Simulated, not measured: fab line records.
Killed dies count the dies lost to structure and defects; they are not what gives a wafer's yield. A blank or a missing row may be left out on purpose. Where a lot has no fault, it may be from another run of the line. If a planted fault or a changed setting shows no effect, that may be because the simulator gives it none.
fab line records	flow sky130
[record] lots = 12	wafers = 36	lastDay = 51
route steps=708 shown METAL2@485 VIA2@520 METAL5@665 PAD_OPEN@708
lots that met no fault: from a run of the same line without faults
startH: the number of hours between the record's first day and the start of the first shown wafer of the lot	waitH: time in hours since the lot's previous step	" as in the row above	L1.1+2: one row covering several wafers at once	- either no value or no given start	* or withheld: withheld	< > ~ a bound
route shown NAME@n: NAME is a module with steps in the file, n the number in the route of the first one	usual: average and standard deviation across the fault-free wafers	same: alike in all rows	chamber/n: place in a boat	sites: per-site readings	_std_site: standard deviation of those values	_edge_site: outer sites' mean less inner sites'	radiusMm: for every site, how far away it sits from the centre of the wafer	mask NAME#n: copy n	behind: the most recent tool/chamber to have shaped the wafer	hold: why the lot went on hold/how many hours it stayed there/how the hold came to an end	device: transistor that didn't switch, given as n, p or np	end of line: tests of these same wafers at the route's end	where a step has no rows: the recipe by itself	killed: dies that structure and defects cost at the first sort, which is not the same as the wafer's yield	map: a wafer's dies, marking killed ones x, the rest . and places with no die _
set.NAME: the setting that was run; set.NAME@STEP: the one run at that earlier step	model.NAME: the simulator's own value behind a step, which no gauge read
route steps across a sampled set of lots; one table per step, one row per wafer
services: when a tool's chamber went out of use (startH, in hours from the record's first day, below 0 if earlier), for how many hours, and the reason
[[steps]]
[step SKY_METAL2_SPUTTER_02]
[recipe] material = AlCu	targetThkNm = 250	powerW = 10600	timeS = 13.3	chamberPressurePa = 0.4
[usual] throttleValvePct = 29.4/0.82
lot.wafer	tool	chamber	startH	waitH	throttleValvePct
L633.1	pvdSputter-04	-	829.26	0.0	29.5
L633.3	"	-	"	"	30.5
L633.6	"	-	"	"	28.7
L635.3	pvdSputter-03	-	840.43	0.0	28.2
L635.4	"	-	"	"	28.3
L635.5	"	-	"	"	30.2
L636.1	pvdSputter-02	-	849.22	0.0	28.6
L636.4	"	-	"	"	30.3
L636.6	"	-	"	"	29.7
L637.1	pvdSputter-02	-	858.07	0.0	30.4
L637.5	"	-	"	"	28.7
L637.6	"	-	"	"	29.8
L639.2	pvdSputter-03	-	873.16	0.0	27.9
L639.3	"	-	"	"	30.0
L639.4	"	-	"	"	28.0
L640.1	pvdSputter-04	-	881.48	0.0	29.8
L640.2	"	-	"	"	28.6
L640.5	"	-	"	"	30.4
L641.3	pvdSputter-02	-	898.83	0.0	29.8
L641.4	"	-	"	"	30.5
L641.6	"	-	"	"	28.8
L648.1	pvdSputter-03	-	953.85	0.0	30.0
L648.3	"	-	"	"	28.2
L648.6	"	-	"	"	29.7
L649.2	pvdSputter-02	-	954.15	0.0	29.3
L649.5	"	-	"	"	30.3
L649.6	"	-	"	"	28.4
L651.1	pvdSputter-02	-	960.07	0.0	28.6
L651.3	"	-	"	"	29.7
L651.6	"	-	"	"	29.7
L650.2	pvdSputter-02	-	963.25	0.0	28.6
L650.3	"	-	"	"	29.4
L650.4	"	-	"	"	28.5
L652.1	pvdSputter-04	-	972.93	0.0	29.1
L652.2	"	-	"	"	29.7
L652.6	"	-	"	"	29.9
[step SKY_METAL2_STRIP_20]
[recipe] chemistry = O2/N2	powerW = 1400	pressureMtorr = 1500	platenTempC = withheld	o2FlowSccm = 3000	n2FlowSccm = 300	overashFraction = 0.5
[usual] drypumpMotorCurrentA = 5.8/0.57	oesProductAu = 0.343/0.0049	stripTimeToEndpointS = 2.69/0.033
lot.wafer	tool	chamber	startH	waitH	drypumpMotorCurrentA	oesProductAu	rfHoursCounterH	stripTimeToEndpointS
L633.1	plasmaAsher-01	1	856.45	0.1	6.2	0.353	46	2.76
L633.3	"	1	"	"	6.2	0.346	-	2.69
L633.6	"	0	"	"	5.4	0.340	-	2.68
L635.3	plasmaAsher-04	0	867.40	0.1	5.9	0.354	-	2.72
L635.4	"	1	"	"	6.5	0.344	-	2.76
L635.5	"	1	"	"	6.5	0.352	-	2.73
L636.1	plasmaAsher-01	0	876.47	0.1	5.4	0.340	48	2.73
L636.4	"	0	"	"	5.4	0.344	-	2.71
L636.6	"	1	"	"	6.2	0.340	-	2.73
L637.1	plasmaAsher-04	1	885.29	0.1	6.5	0.350	104	2.69
L637.5	"	1	"	"	6.5	0.353	-	2.67
L637.6	"	0	"	"	5.9	0.345	-	2.70
L639.2	plasmaAsher-04	0	900.19	0.1	5.9	0.342	106	2.65
L639.3	"	1	"	"	6.5	0.347	-	2.64
L639.4	"	0	"	"	5.9	0.344	-	2.67
L640.1	plasmaAsher-02	1	908.15	0.1	4.7	0.342	7	2.70
L640.2	"	0	"	"	6.2	0.343	7	2.65
L640.5	"	0	"	"	6.2	0.336	-	2.71
L641.3	plasmaAsher-01	1	924.79	0.1	6.2	0.352	-	2.72
L641.4	"	0	"	"	5.4	0.344	-	2.67
L641.6	"	1	"	"	6.2	0.337	-	2.71
L648.1	plasmaAsher-04	1	979.14	0.1	6.5	0.334	114	2.68
L648.3	"	1	"	"	6.5	0.340	-	2.69
L648.6	"	1	"	"	6.5	0.345	-	2.70
L649.2	plasmaAsher-01	1	979.56	0.1	6.2	0.339	57	2.68
L649.5	"	0	"	"	5.4	0.337	-	2.69
L649.6	"	1	"	"	6.2	0.345	-	2.70
L651.1	plasmaAsher-02	1	984.62	0.1	4.7	0.341	15	2.66
L651.3	"	1	"	"	4.7	0.346	-	2.68
L651.6	"	0	"	"	6.2	0.340	-	2.64
L650.2	plasmaAsher-04	0	988.67	0.1	5.9	0.351	115	2.77
L650.3	"	1	"	"	6.5	0.337	-	2.75
L650.4	"	0	"	"	5.9	0.348	-	2.73
L652.1	plasmaAsher-01	1	997.47	0.1	6.2	0.333	59	2.72
L652.2	"	0	"	"	5.4	0.338	59	2.70
L652.6	"	0	"	"	5.4	0.342	-	2.68
[step SKY_VIA2_OVL_MEAS_13]
[usual] VIA2_OVL = 0/4.9
lot.wafer	tool	chamber	startH	waitH	VIA2_OVL[nm]
L633.1	overlay-01	-	883.27	0.1	7
L633.3	"	-	"	"	2
L633.6	"	-	"	"	0
L635.3	overlay-01	-	894.55	0.1	2
L635.4	"	-	"	"	3
L635.5	"	-	"	"	-5
L636.1	overlay-02	-	904.08	0.1	-1
L636.4	"	-	"	"	-3
L636.6	"	-	"	"	-6
L637.1	overlay-02	-	911.92	0.1	-6
L637.5	"	-	"	"	-4
L637.6	"	-	"	"	-4
L639.2	overlay-02	-	926.94	0.1	-1
L639.3	"	-	"	"	3
L639.4	"	-	"	"	1
L640.1	overlay-02	-	934.87	0.1	3
L640.2	"	-	"	"	3
L640.5	"	-	"	"	4
L641.3	overlay-01	-	951.13	0.1	-1
L641.4	"	-	"	"	-1
L641.6	"	-	"	"	-10
L648.1	overlay-01	-	1004.37	0.1	3
L648.3	"	-	"	"	-2
L648.6	"	-	"	"	5
L649.2	overlay-02	-	1005.18	0.1	4
L649.5	"	-	"	"	2
L649.6	"	-	"	"	6
L651.1	overlay-02	-	1009.28	0.1	7
L651.3	"	-	"	"	-1
L651.6	"	-	"	"	-1
L650.2	overlay-02	-	1015.97	0.1	-1
L650.3	"	-	"	"	-2
L650.4	"	-	"	"	7
L652.1	overlay-02	-	1022.67	0.1	10
L652.2	"	-	"	"	5
L652.6	"	-	"	"	9
[step SKY_METAL5_SPUTTER_04]
[recipe] material = TiN	targetThkNm = 70	powerW = 6500	timeS = 58.3	chamberPressurePa = 0.4
[usual] throttleValvePct = 29.4/0.85
lot.wafer	tool	chamber	startH	waitH	throttleValvePct
L633.1	pvdSputter-04	-	1042.32	0.0	30.4
L633.3	"	-	"	"	29.9
L633.6	"	-	"	"	30.4
L635.3	pvdSputter-04	-	1050.25	0.0	29.6
L635.4	"	-	"	"	30.1
L635.5	"	-	"	"	28.5
L636.1	pvdSputter-02	-	1058.66	0.0	29.8
L636.4	"	-	"	"	28.5
L636.6	"	-	"	"	28.7
L637.1	pvdSputter-03	-	1065.86	0.0	27.9
L637.5	"	-	"	"	30.1
L637.6	"	-	"	"	27.9
L639.2	pvdSputter-02	-	1078.16	0.0	30.8
L639.3	"	-	"	"	29.8
L639.4	"	-	"	"	29.5
L640.1	pvdSputter-04	-	1088.13	0.0	29.7
L640.2	"	-	"	"	29.7
L640.5	"	-	"	"	29.9
L641.3	pvdSputter-03	-	1099.99	0.0	30.0
L641.4	"	-	"	"	29.6
L641.6	"	-	"	"	28.3
L648.1	pvdSputter-02	-	1146.00	0.0	29.9
L648.3	"	-	"	"	30.4
L648.6	"	-	"	"	30.0
L649.2	pvdSputter-02	-	1147.44	0.0	30.6
L649.5	"	-	"	"	30.0
L649.6	"	-	"	"	30.3
L651.1	pvdSputter-03	-	1150.82	0.0	28.2
L651.3	"	-	"	"	30.1
L651.6	"	-	"	"	28.3
L650.2	pvdSputter-03	-	1156.51	0.0	28.0
L650.3	"	-	"	"	30.1
L650.4	"	-	"	"	28.0
L652.1	pvdSputter-03	-	1161.55	0.0	29.9
L652.2	"	-	"	"	28.2
L652.6	"	-	"	"	28.1
[step SKY_PAD_OPEN_PROBE_99]
[usual] defectLimitedYield = 82.6/1.7	killed_at_M0_to_M3 = 43/7	killed_at_M4_up = 3.1/1.5	killedAtContacts = 23/4.9	killedAtFrontEnd = 16/3.9	killedAtOther = 0.3/0.52	killedDies = 86/8.2	killedOpen = 47/6.1	killedShort = 38/5.8	sort_bin_3_pad_short = 0.8/0.41	sort_bin_5_function = 10.2/1.3	sort_bin_6_memory = 6.4/1.1	sortNPass = 406/8.2	sortYieldPct = 82.6/1.7
[same] grossDies = 492	killedAtBackSide = 0	sort_bin_4_leakage[%] = 0	sort_bin_8_speed[%] = 0
lot.wafer	tool	chamber	startH	waitH	defectLimitedYield[%]	killed_at_M0_to_M3	killed_at_M4_up	killedAtContacts	killedAtFrontEnd	killedAtOther	killedDies	killedOpen	killedShort	sort_bin_3_pad_short[%]	sort_bin_5_function[%]	sort_bin_6_memory[%]	sortNPass	sortYieldPct[%]
L633.1	prober-02	-	1112.15	0.1	85.2	36	2	22	13	0	73	39	34	0.4	6.9	7.5	419	85.2
L633.3	prober-02	-	1112.25	0.2	81.5	47	3	24	17	0	91	50	41	1.0	10.4	7.1	401	81.5
L633.6	prober-02	-	1112.40	0.2	83.7	30	3	28	19	0	80	43	37	1.0	9.1	6.1	412	83.7
L635.3	prober-01	-	1119.70	0.2	82.3	36	3	31	17	0	87	43	42	0.4	10.4	6.9	405	82.3
L635.4	prober-01	-	1119.75	0.2	83.1	35	3	25	20	0	83	49	33	0.8	10.0	6.1	409	83.1
L635.5	prober-01	-	1119.80	0.2	85.0	30	2	22	19	1	74	40	34	1.2	8.7	5.1	418	85.0
L636.1	prober-01	-	1126.62	0.1	83.9	41	3	22	13	0	79	53	26	1.0	9.1	5.9	413	83.9
L636.4	prober-01	-	1126.77	0.2	80.3	53	4	17	23	0	97	43	53	0.6	11.4	7.7	395	80.3
L636.6	prober-01	-	1126.87	0.2	82.1	44	5	25	14	0	88	55	33	1.0	11.4	5.5	404	82.1
L637.1	prober-02	-	1133.32	0.1	80.5	49	5	26	16	0	96	50	45	1.4	10.6	7.5	396	80.5
L637.5	prober-02	-	1133.52	0.2	84.8	40	2	22	11	0	75	40	32	0.6	9.3	5.3	417	84.8
L637.6	prober-02	-	1133.57	0.2	82.7	49	2	22	11	1	85	51	34	0.2	11.4	5.7	407	82.7
L639.2	prober-02	-	1144.47	0.1	84.3	36	6	18	17	0	77	44	31	0.6	9.3	5.7	415	84.3
L639.3	prober-02	-	1144.52	0.2	80.9	51	5	23	15	0	94	53	39	0.4	11.8	6.9	398	80.9
L639.4	prober-02	-	1144.57	0.2	82.9	39	6	22	17	0	84	44	39	1.0	8.7	7.3	408	82.9
L640.1	prober-01	-	1153.14	0.1	80.1	44	4	26	24	0	98	53	45	1.4	14.0	4.5	394	80.1
L640.2	prober-01	-	1153.19	0.1	83.3	46	3	18	14	1	82	48	33	0.6	8.5	7.5	410	83.3
L640.5	prober-01	-	1153.34	0.2	83.9	39	0	25	14	1	79	41	37	0.4	8.9	6.7	413	83.9
L641.3	prober-02	-	1164.45	0.2	84.1	34	5	18	21	0	78	48	30	1.2	8.9	5.7	414	84.1
L641.4	prober-02	-	1164.50	0.2	81.5	41	4	21	25	0	91	46	45	0.4	10.6	7.5	401	81.5
L641.6	prober-02	-	1164.60	0.2	81.9	55	4	21	9	0	89	47	42	0.8	11.8	5.5	403	81.9
L648.1	prober-02	-	1205.26	0.1	73.8	57	30	23	19	0	129	63	37	2.0	14.0	10.2	363	73.8
L648.3	prober-02	-	1205.36	0.2	74.6	27	63	28	7	0	125	41	22	3.7	14.6	7.1	367	74.6
L648.6	prober-02	-	1205.51	0.2	77.4	46	28	18	17	2	111	45	41	2.0	13.6	6.9	381	77.4
L649.2	prober-01	-	1206.45	0.1	74.2	36	62	16	11	2	127	32	35	2.8	18.7	4.3	365	74.2
L649.5	prober-01	-	1206.60	0.2	78.7	42	31	18	14	0	105	40	36	2.8	12.2	6.3	387	78.7
L649.6	prober-01	-	1206.65	0.2	73.4	37	69	15	9	1	131	36	30	3.3	16.9	6.5	361	73.4
L651.1	prober-02	-	1208.70	0.1	84.1	39	2	23	14	0	78	45	33	0.6	10.6	4.7	414	84.1
L651.3	prober-02	-	1208.80	0.2	83.1	39	2	19	23	0	83	51	32	1.2	8.1	7.5	409	83.1
L651.6	prober-02	-	1208.95	0.2	77.8	58	6	29	16	0	109	55	54	1.2	12.2	8.7	383	77.8
L650.2	prober-01	-	1213.51	0.1	81.9	47	3	28	11	0	89	52	37	0.2	12.8	5.1	403	81.9
L650.3	prober-01	-	1213.56	0.2	81.9	43	2	25	19	0	89	52	37	0.6	11.0	6.5	403	81.9
L650.4	prober-01	-	1213.61	0.2	81.5	43	6	25	17	0	91	49	39	0.8	9.6	8.1	401	81.5
L652.1	prober-02	-	1218.31	0.1	83.5	40	2	21	18	0	81	46	33	0.8	8.3	7.3	411	83.5
L652.2	prober-02	-	1218.36	0.1	83.1	43	3	24	13	0	83	46	37	1.2	8.5	7.1	409	83.1
L652.6	prober-02	-	1218.56	0.2	83.7	44	3	21	12	0	80	43	37	0.6	10.2	5.5	412	83.7
// killed by level:class
L633.1 VIA1:geometricParticle:open=10 LI_CONTACT:geometricParticle:open=8 METAL1:geometricParticle:short=7 CONTACT:geometricParticle:short=6 VIA2:geometricParticle:open=5 METAL2:geometricParticle:short=5 CONTACT:geometricParticle:open=4 VIA3:geometricParticle:open=4
L633.3 LI_CONTACT:geometricParticle:open=10 POLY_GATE:geometricParticle:short=9 VIA1:geometricParticle:open=9 METAL1:geometricParticle:short=8 CONTACT:geometricParticle:open=8 VIA3:geometricParticle:open=5 VIA2:geometricParticle:open=5 VIA1:geometricParticle:short=4
L633.6 LI_CONTACT:geometricParticle:open=10 CONTACT:geometricParticle:open=7 METAL1:geometricParticle:short=7 FIELD_ISO:geometricParticle:short=5 CONTACT:geometricParticle:short=5 VIA1:geometricParticle:short=4 FIELD_ISO:geometricParticle:open=3 POLY_GATE:geometricParticle:short=3
L635.3 LI_CONTACT:geometricParticle:open=11 CONTACT:geometricParticle:open=9 VIA2:geometricParticle:short=7 VIA3:geometricParticle:open=7 FIELD_ISO:geometricParticle:short=5 POLY_GATE:geometricParticle:short=4 CONTACT:geometricParticle:short=4 VIA1:geometricParticle:open=4
L635.4 LI_CONTACT:geometricParticle:open=11 VIA1:geometricParticle:open=8 CONTACT:geometricParticle:open=6 METAL1:geometricParticle:open=6 POLY_GATE:geometricParticle:open=5 POLY_GATE:geometricParticle:short=5 CONTACT:geometricParticle:short=5 VIA3:geometricParticle:open=5
L635.5 VIA1:geometricParticle:open=10 CONTACT:geometricParticle:open=8 FIELD_ISO:geometricParticle:open=6 LI_CONTACT:geometricParticle:short=5 VIA3:geometricParticle:open=5 METAL2:geometricParticle:short=5 FIELD_ISO:geometricParticle:short=4 LOCAL_INTERCONNECT:geometricParticle:short=4
L636.1 CONTACT:geometricParticle:open=13 VIA2:geometricParticle:open=8 VIA3:geometricParticle:open=7 VIA1:geometricParticle:open=7 VIA2:geometricParticle:short=5 SPACER:geometricParticle:open=4 LI_CONTACT:geometricParticle:open=4 METAL2:geometricParticle:short=4
L636.4 METAL2:geometricParticle:short=9 VIA1:geometricParticle:short=8 VIA1:geometricParticle:open=8 FIELD_ISO:geometricParticle:open=6 CONTACT:geometricParticle:short=6 VIA3:geometricParticle:open=6 METAL1:geometricParticle:short=5 VIA2:geometricParticle:open=5
L636.6 CONTACT:geometricParticle:open=14 VIA1:geometricParticle:open=13 VIA3:geometricParticle:open=9 METAL2:geometricParticle:short=5 METAL4:geometricParticle:short=5 FIELD_ISO:geometricParticle:open=4 LI_CONTACT:geometricParticle:open=4 POLY_GATE:geometricParticle:short=3
L637.1 VIA1:geometricParticle:open=12 CONTACT:geometricParticle:open=10 VIA1:geometricParticle:short=10 LI_CONTACT:geometricParticle:open=7 FIELD_ISO:geometricParticle:open=5 POLY_GATE:geometricParticle:open=5 METAL2:geometricParticle:short=5 VIA3:geometricParticle:open=5
L637.5 VIA1:geometricParticle:open=11 LI_CONTACT:geometricParticle:open=7 CONTACT:geometricParticle:open=6 METAL1:geometricParticle:short=5 METAL2:geometricParticle:short=5 LOCAL_INTERCONNECT:geometricParticle:short=4 CONTACT:geometricParticle:short=4 VIA1:geometricParticle:short=4
L637.6 VIA1:geometricParticle:open=13 LI_CONTACT:geometricParticle:open=8 METAL2:geometricParticle:short=7 VIA3:geometricParticle:open=6 CONTACT:geometricParticle:open=6 VIA2:geometricParticle:open=6 VIA1:geometricParticle:short=5 FIELD_ISO:geometricParticle:short=4
L639.2 CONTACT:geometricParticle:open=10 VIA1:geometricParticle:open=8 VIA3:geometricParticle:open=7 VIA2:geometricParticle:open=6 METAL2:geometricParticle:short=5 VIA3:geometricParticle:short=4 LI_CONTACT:geometricParticle:open=4 CONTACT:geometricParticle:short=4
L639.3 VIA1:geometricParticle:open=15 CONTACT:geometricParticle:open=10 VIA2:geometricParticle:open=7 VIA3:geometricParticle:open=6 LI_CONTACT:geometricParticle:open=5 CONTACT:geometricParticle:short=5 METAL4:geometricParticle:short=5 METAL2:geometricParticle:short=5
L639.4 VIA3:geometricParticle:open=9 LI_CONTACT:geometricParticle:open=8 VIA1:geometricParticle:open=8 METAL1:geometricParticle:short=6 FIELD_ISO:geometricParticle:open=5 CONTACT:geometricParticle:open=5 FIELD_ISO:geometricParticle:short=4 METAL4:geometricParticle:short=4
L640.1 VIA1:geometricParticle:open=13 VIA2:geometricParticle:open=8 LI_CONTACT:geometricParticle:open=7 FIELD_ISO:geometricParticle:open=6 FIELD_ISO:geometricParticle:short=5 METAL1:geometricParticle:short=5 LI_CONTACT:geometricParticle:short=5 POLY_GATE:geometricParticle:open=5
L640.2 VIA1:geometricParticle:open=11 LI_CONTACT:geometricParticle:open=8 VIA1:geometricParticle:short=6 VIA2:geometricParticle:open=6 METAL2:geometricParticle:short=5 VIA3:geometricParticle:open=5 FIELD_ISO:geometricParticle:short=4 FIELD_ISO:geometricParticle:open=4
L640.5 CONTACT:geometricParticle:open=8 VIA1:geometricParticle:open=7 LI_CONTACT:geometricParticle:open=6 METAL1:geometricParticle:short=6 POLY_GATE:geometricParticle:open=5 CONTACT:geometricParticle:short=5 VIA2:geometricParticle:short=5 METAL3:geometricParticle:short=5
L641.3 VIA2:geometricParticle:open=8 CONTACT:geometricParticle:open=7 VIA3:geometricParticle:open=6 FIELD_ISO:geometricParticle:open=5 VIA1:geometricParticle:open=5 FIELD_ISO:geometricParticle:short=4 POLY_GATE:geometricParticle:open=4 METAL2:geometricParticle:short=4
L641.4 FIELD_ISO:geometricParticle:open=8 CONTACT:geometricParticle:open=7 VIA1:geometricParticle:open=7 METAL1:geometricParticle:short=7 VIA1:geometricParticle:short=7 POLY_GATE:geometricParticle:short=6 LOCAL_INTERCONNECT:geometricParticle:short=5 VIA2:geometricParticle:open=5
L641.6 VIA1:geometricParticle:open=11 VIA3:geometricParticle:open=9 LI_CONTACT:geometricParticle:open=7 VIA2:geometricParticle:short=6 METAL2:geometricParticle:short=6 VIA2:geometricParticle:open=6 CONTACT:geometricParticle:open=5 METAL1:geometricParticle:short=5
L648.1 METAL5:unspecified=28 VIA2:geometricParticle:open=10 VIA1:geometricParticle:open=10 METAL1:geometricParticle:short=8 FIELD_ISO:geometricParticle:open=7 LI_CONTACT:geometricParticle:open=7 CONTACT:geometricParticle:open=7 CONTACT:geometricParticle:short=6
L648.3 METAL5:unspecified=60 LI_CONTACT:geometricParticle:open=10 CONTACT:geometricParticle:open=9 VIA1:geometricParticle:open=8 LOCAL_INTERCONNECT:geometricParticle:short=5 METAL1:geometricParticle:short=5 VIA3:geometricParticle:open=4 FIELD_ISO:geometricParticle:open=3
L648.6 METAL5:unspecified=24 CONTACT:geometricParticle:open=8 VIA1:geometricParticle:open=8 POLY_GATE:geometricParticle:short=7 VIA2:geometricParticle:open=7 VIA3:geometricParticle:open=6 METAL1:geometricParticle:short=5 METAL2:geometricParticle:short=5
L649.2 METAL5:unspecified=60 VIA1:geometricParticle:open=10 CONTACT:geometricParticle:open=7 METAL1:geometricParticle:short=6 POLY_GATE:geometricParticle:short=4 LI_CONTACT:geometricParticle:short=4 VIA1:geometricParticle:short=4 VIA3:geometricParticle:open=4
L649.5 METAL5:unspecified=29 LI_CONTACT:geometricParticle:open=8 METAL1:geometricParticle:short=8 VIA2:geometricParticle:open=7 CONTACT:geometricParticle:open=6 METAL3:geometricParticle:short=6 VIA3:geometricParticle:open=6 POLY_GATE:geometricParticle:open=5
L649.6 METAL5:unspecified=65 CONTACT:geometricParticle:open=7 VIA2:geometricParticle:open=7 VIA3:geometricParticle:open=7 METAL2:geometricParticle:short=6 LI_CONTACT:geometricParticle:open=4 METAL1:geometricParticle:short=4 VIA3:geometricParticle:short=4
L651.1 CONTACT:geometricParticle:open=11 VIA3:geometricParticle:open=9 METAL1:geometricParticle:short=7 VIA1:geometricParticle:open=6 LI_CONTACT:geometricParticle:open=6 POLY_GATE:geometricParticle:short=5 VIA1:geometricParticle:short=5 POLY_GATE:geometricParticle:open=4
L651.3 CONTACT:geometricParticle:open=10 VIA1:geometricParticle:open=9 FIELD_ISO:geometricParticle:open=8 VIA3:geometricParticle:open=7 POLY_GATE:geometricParticle:open=6 VIA2:geometricParticle:open=6 METAL1:geometricParticle:short=5 METAL2:geometricParticle:short=5
L651.6 VIA1:geometricParticle:open=11 VIA2:geometricParticle:open=11 LI_CONTACT:geometricParticle:open=8 LOCAL_INTERCONNECT:geometricParticle:short=8 CONTACT:geometricParticle:open=8 METAL1:geometricParticle:short=8 VIA1:geometricParticle:short=7 VIA3:geometricParticle:open=6
L650.2 LI_CONTACT:geometricParticle:open=11 CONTACT:geometricParticle:open=9 VIA1:geometricParticle:open=8 METAL2:geometricParticle:short=7 VIA3:geometricParticle:open=7 VIA3:geometricParticle:short=6 VIA2:geometricParticle:open=5 FIELD_ISO:geometricParticle:open=4
L650.3 VIA3:geometricParticle:open=11 VIA1:geometricParticle:open=10 VIA2:geometricParticle:open=7 CONTACT:geometricParticle:open=7 POLY_GATE:geometricParticle:open=6 POLY_GATE:geometricParticle:short=5 LI_CONTACT:geometricParticle:open=5 LOCAL_INTERCONNECT:geometricParticle:short=5
L650.4 VIA1:geometricParticle:open=17 CONTACT:geometricParticle:open=9 LI_CONTACT:geometricParticle:open=6 VIA3:geometricParticle:open=6 METAL4:geometricParticle:short=6 FIELD_ISO:geometricParticle:short=5 CONTACT:geometricParticle:short=5 METAL1:geometricParticle:short=5
L652.1 CONTACT:geometricParticle:open=8 VIA2:geometricParticle:open=8 VIA1:geometricParticle:open=8 FIELD_ISO:geometricParticle:short=7 VIA1:geometricParticle:short=5 METAL2:geometricParticle:short=5 FIELD_ISO:geometricParticle:open=4 POLY_GATE:geometricParticle:open=4
L652.2 CONTACT:geometricParticle:open=9 VIA1:geometricParticle:open=8 VIA2:geometricParticle:open=7 VIA3:geometricParticle:open=7 LI_CONTACT:geometricParticle:open=6 METAL1:geometricParticle:short=5 POLY_GATE:geometricParticle:short=4 METAL3:geometricParticle:short=4
L652.6 VIA1:geometricParticle:open=15 CONTACT:geometricParticle:open=11 VIA1:geometricParticle:short=9 LI_CONTACT:geometricParticle:open=5 FIELD_ISO:geometricParticle:short=4 POLY_GATE:geometricParticle:short=4 METAL2:geometricParticle:short=4 FIELD_ISO:geometricParticle:open=3
[[services]]
tool	chamber	startH	hours	kind
pvdSputter-04	-	823.17	5.8	repair
plasmaAsher-02	-	845.56	7.7	repair
pvdSputter-03	-	868.93	1.1	repair
plasmaAsher-02	-	874.53	15.6	pm
plasmaAsher-01	-	884.84	2.0	repair
plasmaAsher-02	-	917.56	2.8	pm
pvdSputter-02	-	937.82	1.3	repair
plasmaAsher-01	-	949.62	14.6	pm
pvdSputter-02	-	970.14	3.6	repair
plasmaAsher-02	-	1006.25	8.9	pm
pvdSputter-03	-	1019.54	3.4	repair
plasmaAsher-02	-	1040.53	3.1	repair
plasmaAsher-04	-	1055.25	9.0	pm
plasmaAsher-04	0	1055.25	9.0	ventCycle
plasmaAsher-04	1	1055.25	9.0	ventCycle
plasmaAsher-04	-	1057.09	1.1	repair
plasmaAsher-04	0	1064.25	-	clean
plasmaAsher-04	1	1064.25	-	clean
plasmaAsher-04	-	1107.96	3.6	repair
plasmaAsher-04	-	1109.31	2.2	repair
pvdSputter-03	-	1127.92	2.9	repair
[[key]]
[firstSign] step = SKY_PAD_OPEN_PROBE_99	reading = killed_at_M4_up	direction = up	sigmas = 30	usual = 3.1	struck = 47.2
[effect] step = SKY_PAD_OPEN_PROBE_99	reading = sort_bin_3_pad_short	direction = up	sigmas = 4.8	usual = 0.8	struck = 2.8
metAt SKY_METAL5_SPUTTER_04
struckLots L648,L649
notActingAt SKY_METAL2_SPUTTER_02,SKY_METAL2_STRIP_20,SKY_VIA2_OVL_MEAS_13
onsetBetween 1078.16 1146.00
[fault] kind = chamberParticleSource	tool = pvdSputter-02	chamber = -	onsetH = 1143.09	steps = SKY_METAL5_SPUTTER_04	ratePerVisitCm2 = 1.3237	endH = 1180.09
